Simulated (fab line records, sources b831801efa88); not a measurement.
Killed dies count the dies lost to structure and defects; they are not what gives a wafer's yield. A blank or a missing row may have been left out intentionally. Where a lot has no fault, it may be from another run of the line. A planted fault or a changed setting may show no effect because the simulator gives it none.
Struck lot and sound lot, side by side :: flow sky130 :: 24 steps out of a route of 708
Sound: the wafers L575.2, L575.3, L575.5. Struck: wafers L584.1, L584.2, L584.4. At the end, the cause is stated.
At each step with rows: each side's tool, then ch and its chambers, then its first start. Under that, the readings that differ: sound wafers :: struck wafers :: difference of the means :: sigmas: that difference in standard deviations of wafers without a fault.
alike: words and numbers the same on both sides, and readings whose means are apart by under 2 such deviations; not compared: readings that were withheld, readings missing a value for some wafer, numbers with overlapping values and no deviation given by the record, and bounds like >300 which may hide the same value.
The two part at a step that has a row with sigmas, a row that says differs or no value, or rows on one side only. Numbers that have no deviation but don't overlap get no sigmas and don't part them. A reading that every wafer of one side lacks parts them only if that side has two wafers or more.

SKY_VIA2_CMP_02: polishes SiO2.
  sound on cmp-02 ch 0,1,2, day 34 18:46; struck on cmp-01 ch 0,1,2, day 38 04:15
  alike: motor_current_A
SKY_VIA2_BOW_MEAS_03:
  sound: film_metro-01 at day 34 19:05; struck: film_metro-01 at day 38 04:34
  alike: VIA2_BOW
then, 8 steps without rows for these wafers: SKY_VIA2_DEHYDRATE_04 (time 60 s); SKY_VIA2_HMDS_05 (prime time 60 s); SKY_VIA2_COAT_06 (resist thk 60 nm); SKY_VIA2_COAT_07 (resist thk 450 nm); SKY_VIA2_SOFTBAKE_08 (time 90 s); SKY_VIA2_EXPOSE_09 (exposes mask VIM2, target cd 200 nm); SKY_VIA2_PEB_10; SKY_VIA2_DEVELOP_11 (develop time 60 s).
SKY_VIA2_CD_MEAS_12: target cd 200 nm.
  sound: cd_sem-02 at day 35 22:09; struck: cd_sem-01 at day 39 05:37
  alike: cd_nm
SKY_VIA2_OVL_MEAS_13:
  sound: overlay-01 at day 35 22:16; struck: overlay-02 at day 39 05:44
  alike: VIA2_OVL
SKY_VIA2_ETCH_14: etches BARC in N2/H2, stops on SiO2, time 45.9 s, target depth 60 nm.
  sound on rie_diel-02 ch 0,1,2, day 35 22:17; struck on rie_diel-03 ch 0,2,3, day 39 05:47
reading: oes_product_au (a.u.)
sound: 0.852 0.848 0.854
struck: 0.783 0.772 0.769
difference: -0.077
sigmas: -17

reading: model.KrF-thick_of_VIA2_COAT_07.thk_nm (nm)
sound: 392.9 392.2 392.7
struck: 407.8 408.5 407.8
difference: +15.4
sigmas: 

reading: model.etch.depth_nm (nm)
sound: 59.83 59.89 59.92
struck: 50.82 49.92 49.43
difference: -9.82
sigmas: 

reading: model.VIA2.cd_nm (nm)
sound: 201.3 199.9 199.8
struck: 196.4 197.3 196.1
difference: -3.7
sigmas: 
  alike: drypump_motor_current_A, throttle_valve_pct
  not compared: rf_hours_counter_h
SKY_VIA2_ETCH_15: etches SiO2 in C4F8/O2/Ar, stops on TiN, target depth 546 nm, time 84 s.
  sound on rie_diel-02 ch 0,1,2, day 35 22:20; struck on rie_diel-03 ch 0,2,3, day 39 05:49
reading: oes_product_au (a.u.)
sound: 0.947 0.943 0.936
struck: 0.552 0.489 0.457
difference: -0.443
sigmas: -90

reading: model.KrF-thick_of_VIA2_COAT_07.thk_nm (nm)
sound: 282.2 284.1 284.6
struck: 297.6 299.4 298.8
difference: +15.0
sigmas: 
  not compared: rf_hours_counter_h
SKY_VIA2_STRIP_16: strips in O2/N2.
  sound on plasma_asher-03 ch 0,1, day 35 22:23; struck on plasma_asher-01 ch 0,1, day 39 05:53
reading: drypump_motor_current_A (A)
sound: 5.9 5.8 5.9
struck: 4.9 5.6 4.9
difference: -0.7
sigmas: -2

reading: strip_time_to_endpoint_s (s)
sound: 4.025 4.054 4.054
struck: 4.218 4.231 4.225
difference: +0.180
sigmas: +9
  alike: o2_flow_sccm, oes_product_au
  not compared: rf_hours_counter_h
then, 3 steps without rows for these wafers: SKY_VIA2_STRIP_17 (strips in post etch residue remover, time 1200 s); SKY_VIA2_CLEAN_18 (cleans in IPA, time 180 s); SKY_VIA2_CLEAN_19 (cleans in O3/DIW).
SKY_VIA2_SPUTTER_20: material TiN, target thk 20 nm, time 80 s.
  sound: pvd_sputter-04 at day 35 23:07; struck: pvd_sputter-02 at day 39 06:29
  alike: throttle_valve_pct
SKY_VIA2_CVD_21: deposits W, target thk 420 nm, time 126.4 s.
  sound on cvd_w-01 ch 0,1, day 35 23:11; struck on cvd_w-02 ch 0,1, day 39 06:32
  alike: heater_power_w
SKY_VIA2_CMP_24: polishes, stops on SiO2, t overpolish 20 s, target thk 0 nm.
  sound on cmp-02 ch 1,2,3, day 35 23:29; struck on cmp-01 ch 0,2,3, day 39 06:51
reading: time_to_endpoint_s (s)
sound: 104 97 93
struck: 107 103 106
difference: +7
sigmas: +2
  alike: motor_current_A, overpolish_run_s
SKY_METAL3_SPUTTER_00: material Ti, target thk 15 nm, time 10 s.
  sound: pvd_sputter-03 at day 35 23:47; struck: pvd_sputter-01 at day 39 07:09
  alike: throttle_valve_pct
SKY_METAL3_SPUTTER_01: material TiN, target thk 20 nm, time 16.7 s.
  sound: pvd_sputter-03 at day 35 23:49; struck: pvd_sputter-01 at day 39 07:10
  alike: throttle_valve_pct
SKY_METAL3_SPUTTER_02: material AlCu, target thk 735 nm, time 39.1 s.
  sound: pvd_sputter-03 at day 35 23:50; struck: pvd_sputter-01 at day 39 07:12
  alike: throttle_valve_pct

WHERE THEY PART
Earliest at SKY_VIA2_ETCH_14; latest, in this record, at SKY_VIA2_CMP_24. Later steps at which nothing parts them and some readings are alike: SKY_METAL3_SPUTTER_00, SKY_METAL3_SPUTTER_01, SKY_METAL3_SPUTTER_02.

WHY: what had been put in by the simulator
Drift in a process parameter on rie_diel-03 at SKY_VIA2_ETCH_14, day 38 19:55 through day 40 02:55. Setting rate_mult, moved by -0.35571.
